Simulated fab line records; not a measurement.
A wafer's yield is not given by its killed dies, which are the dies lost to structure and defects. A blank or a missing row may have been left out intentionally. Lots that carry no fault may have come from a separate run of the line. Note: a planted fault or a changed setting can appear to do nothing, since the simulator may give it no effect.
Which of the tools did it? | flow gf180mcu | 6 lots with 18 wafers sampled at 3 steps, on a route of 602 steps

## WHAT EACH GAUGE READ, for each wafer
GF_TOP_METAL_CD_MEAS_14: the cd target is 440 nm.
lot  | measured     | on        | cd-nm (nm)
L418 | day 28 13:23 | cd-sem-02 | 436.9 437.2 438.6
L420 | day 29 09:01 | cd-sem-01 | 436.6 436.8 436.6
L422 | day 30 03:52 | cd-sem-01 | 438.9 439.8 439.7
L425 | day 30 20:22 | cd-sem-02 | 442.1 442.2 443.4
L435 | day 33 15:16 | cd-sem-01 | 438.7 438.5 436.8
L438 | day 34 01:48 | cd-sem-02 | 439.3 439.3 439.6

## WHICH TOOL RAN EACH LOT (tool, then ch and the chambers of the sampled wafers, then the start)
lot  | GF_CONTACT_CMP_04             | GF_V5_CVD_23
L418 | cmp-02 ch 0,1,2, day 15 17:38 | cvd-w-01 ch 0,1, day 27 17:13
L420 | cmp-01 ch 1,2,3, day 16 15:15 | cvd-w-01 ch 0,1, day 28 12:50
L422 | cmp-02 ch 0,1,2, day 17 14:25 | cvd-w-02 ch 0,1, day 29 08:11
L425 | cmp-02 ch 0,1,2, day 18 11:59 | cvd-w-02 ch 0,1, day 30 01:43
L435 | cmp-02 ch 0,1,3, day 22 05:06 | cvd-w-01 ch 0,1, day 32 23:01
L438 | cmp-02 ch 1,3, day 23 03:13   | cvd-w-01 ch 0,1, day 33 09:23
- GF_CONTACT_CMP_04: polishes SiO2.
- GF_V5_CVD_23: deposits W, target thk 350 nm, time 104.9 s.

## THE ANSWER, worked out from the rows above alone
Rule: usual is defined by the lots themselves. The widest of any qualifying gaps counts: lots, ordered by their means at a reading, are off when they make up no more than a third of the lots, leave a main group of 4 or more, and stand apart from it by 3 or more times the standard deviation of that group's means. A main group is skipped when, at the precision printed for the reading in the tables above, its means are all equal. Also off: a lot with no number at a reading for which 4 or more lots have one. The other lots that the step has rows for count as sound.
Nothing can be told from this: no lot is off at any reading shown.

## WHAT WAS PUT IN BY THE SIMULATOR
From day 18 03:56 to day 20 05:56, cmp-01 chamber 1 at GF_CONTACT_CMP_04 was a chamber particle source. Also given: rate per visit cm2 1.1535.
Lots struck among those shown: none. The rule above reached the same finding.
